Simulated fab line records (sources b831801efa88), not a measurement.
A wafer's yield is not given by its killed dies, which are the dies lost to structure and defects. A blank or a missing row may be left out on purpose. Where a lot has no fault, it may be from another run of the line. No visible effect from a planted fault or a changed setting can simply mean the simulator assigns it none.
Comparing a struck lot with a sound one    flow sky130    17 out of 708 route steps
Sound: wafers L380.1, L380.2, L380.3. The struck wafers were L379.2, L379.4, L379.5. The cause comes at the end.
For every step that has rows: the tool of each side, followed by ch and its chambers, followed by its first start. Under that, the readings that differ: sound wafers    struck wafers    difference of the means    sigmas: that difference in standard deviations of wafers without a fault.
alike: readings with means less than 2 such deviations apart, plus words and numbers identical on both sides. not compared: withheld readings, readings lacking a value on some wafer, bounds such as >300 that could conceal the same value, and numbers that have no deviation in the record and whose values overlap.
Wherever a step has rows on one side only, a row that says differs or no value, or a row with sigmas, the two part there. Numbers that don't overlap but have no deviation are shown without sigmas and don't part them. A reading missing from all wafers of one side parts the sides only when that side holds two or more wafers.

first, 2 steps without rows for these wafers: SKY_LOCAL_INTERCONNECT_PEB_09; SKY_LOCAL_INTERCONNECT_DEVELOP_10 (develop time 60 s).
SKY_LOCAL_INTERCONNECT_CD_MEAS_11: the cd target is 170 nm.
  struck on cd_sem-01, day 33 13:29; sound on cd_sem-01, day 34 12:29
  alike: cd_nm
SKY_LOCAL_INTERCONNECT_OVL_MEAS_12:
  struck on overlay-01, day 33 13:36; sound on overlay-01, day 34 12:36
  alike: LOCAL_INTERCONNECT_OVL
SKY_LOCAL_INTERCONNECT_ETCH_13: etches BARC in N2/H2, stops on SiO2, time 45.9 s, target depth 60 nm.
  sound on rie_metal-04 ch 0,1, day 34 12:38; struck on rie_metal-02 ch 1, day 33 13:39
  alike: drypump_motor_current_A, he_backside_leak_sccm, oes_product_au, throttle_valve_pct
  not compared: rf_hours_counter_h
SKY_LOCAL_INTERCONNECT_METAL_ETCH_14: etches TiN in Cl2/BCl3, stops on PSG, target depth 110 nm, time 31.4 s.
  sound on rie_metal-04 ch 0,1, day 34 12:42; struck on rie_metal-02 ch 1, day 33 13:46
  alike: drypump_motor_current_A, he_backside_leak_sccm, oes_product_au, throttle_valve_pct
  not compared: rf_hours_counter_h
SKY_LOCAL_INTERCONNECT_STRIP_15: strips in O2/N2.
  sound on plasma_asher-02 ch 0,1, day 34 12:45; struck on plasma_asher-01 ch 0,1, day 33 13:52
  alike: drypump_motor_current_A, oes_product_au, strip_time_to_endpoint_s
  not compared: rf_hours_counter_h
then, 3 steps without rows for these wafers: SKY_LOCAL_INTERCONNECT_STRIP_16 (strips in post etch residue remover, time 1200 s); SKY_LOCAL_INTERCONNECT_CLEAN_17 (cleans in IPA, time 180 s); SKY_LOCAL_INTERCONNECT_CLEAN_18 (cleans in O3/DIW).
SKY_CONTACT_CVD_00: deposits Si3N4, target thk 75 nm.
  sound on pecvd-03 ch 0,1,2, day 34 13:21; struck on pecvd-03 ch 0,1,2, day 33 14:29
  alike: heater_power_w
SKY_CONTACT_THK_MEAS_01:
  struck on film_metro-01, day 33 14:31; sound on film_metro-01, day 34 13:23
  alike: CONTACT_CVD_00_THK
SKY_CONTACT_HDPCVD_02: deposits SiO2, target thk 565 nm, time 94.2 s.
  sound on hdpcvd-02 ch 0,1,2, day 34 13:26; struck on hdpcvd-01 ch 0,1, day 33 14:34
reading                                      sound              struck          difference  sigmas
model.SiO2_of_CONTACT_HDPCVD_02.thk_nm (nm)  572.6 566.2 558.5  1012 1013 1010  +446        
SKY_CONTACT_THK_MEAS_03:
  struck on film_metro-04, day 33 14:39; sound on film_metro-03, day 34 13:35
reading                  sound        struck          difference  sigmas
CONTACT_HDPCVD_THK (nm)  573 566 558  1012 1013 1010  +446        +91
SKY_CONTACT_CMP_04: polishes SiO2.
  sound on cmp-02 ch 0,2,3, day 34 13:39; struck on cmp-02 ch 1,3, day 33 14:42
reading                 sound     struck       difference  sigmas
time_to_endpoint_s (s)  91 86 81  250 248 241  +160        +46
  alike: head_pressure_psi, motor_current_A
SKY_CONTACT_BOW_MEAS_05:
  struck on film_metro-04, day 33 15:01; sound on film_metro-04, day 34 13:58
reading           sound     struck    difference  sigmas
CONTACT_BOW (um)  70 83 81  96 91 86  +13         +2
-- the record jumps here: 14 days lie between the struck wafers' starts before and after (it left off in module CONTACT and takes up again in module PAD_OPEN, whose first step shown is number 708 of the route) --
SKY_PAD_OPEN_PROBE_99:
  rows exist in the record for the struck wafers here (prober-01, day 48 02:40), but not for the sound ones

## WHERE THEY PART
Earliest at SKY_CONTACT_THK_MEAS_03; latest, in this record, at SKY_PAD_OPEN_PROBE_99.

WHY: whatever the simulator had introduced
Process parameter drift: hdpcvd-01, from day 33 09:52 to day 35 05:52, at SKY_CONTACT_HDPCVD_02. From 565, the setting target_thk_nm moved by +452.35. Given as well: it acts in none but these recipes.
